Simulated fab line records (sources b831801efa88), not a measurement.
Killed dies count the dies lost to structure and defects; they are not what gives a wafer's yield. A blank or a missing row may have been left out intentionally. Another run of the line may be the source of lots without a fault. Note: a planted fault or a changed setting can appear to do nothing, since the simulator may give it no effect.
Problem report, 8D (eight disciplines) form, completed by code | flow sky130 | the parts of the form that need people (team, actions taken, sign-off) are left out

## 1. THE ISSUE
Wafers without a fault read 56.60 W, standard deviation 0.042; heater_power_total_W at SKY_VT_ADJUST_HVTP_SOFTBAKE_03 reads a mean of 57.17 W on 6 wafers belonging to 2 lots. That is +14 standard deviations from the usual mean.
The step: time 60 s.
First seen on wafer L774.4, day 8 14:28, on litho_track-01. At this step, 39 wafers from 13 lots have a number in the record. Rule for "out", or "out of limits": more than 4 standard deviations from the usual mean. Any other wafer with a number is counted as sound.

## 2. WHAT THIS IS AND IS NOT
question                    | is                     | is not
which readings at this step | heater_power_total_W   | -
which lots                  | L774, L776             | L764, L765, L766, L770, L771, L772, L775, L777, L784, L785, L786
which wafers of those lots  | all that have a number | -
read on which tools         | litho_track-01         | litho_track-02, litho_track-03
when                        | from day 8 14:28       | up to then (18 sound wafers); but 15 sound wafers of L775, L777, L784, L785, L786 came after

## 3. THE SUSPECTS, EACH WITH WHAT RULES IT OUT
Counting: a tool at a process step up to the reading stays a suspect if it ran every lot that is out and no sound lot after the first of them.
- litho_track-01 at SKY_VT_ADJUST_HVTP_SOFTBAKE_03 (time 60 s): ruled out as a lasting fault. After its first lot that is out, L774 (day 8 14:28), sound lots L786 ran on it.
Left after counting: nothing in the record.

## 4. THE CAUSE (what the simulator had put in)
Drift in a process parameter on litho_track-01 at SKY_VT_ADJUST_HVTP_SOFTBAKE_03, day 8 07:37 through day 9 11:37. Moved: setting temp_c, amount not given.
Counting ruled it out, wrongly.

## 5. THE CHAIN OF EFFECTS, in route order
One row per reading whose mean, taken over the struck wafers that have a number, lies over 3 standard deviations from the usual. Only readings whose record carries a usual standard deviation are examined. hours: median over the lots of the time between each lot's start at the first step of this table that gives one and its start at this step. sigmas: the change, counted in usual standard deviations.
hours | step                           | reading              | usual   | on struck wafers | change | sigmas
0     | SKY_VT_ADJUST_HVTP_SOFTBAKE_03 | heater_power_total_W | 56.60 W | 57.17            | +0.57  | +14
0     | SKY_VT_ADJUST_HVTP_SOFTBAKE_03 | plate_temp_C         | 90.01 C | 90.49            | +0.48  | +4.0
It contains these process steps:
- SKY_VT_ADJUST_HVTP_SOFTBAKE_03: time 60 s.
Later measuring or inspecting steps at which every struck wafer that the step has a row for has a number for every such reading, and none has moved that far: SKY_VT_ADJUST_HVTR_OVL_MEAS_08.

## 6. WHAT WOULD HAVE CAUGHT IT SOONER
First out-of-limits reading in this record: day 8 14:28, which is 7 hours after fault onset at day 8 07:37.
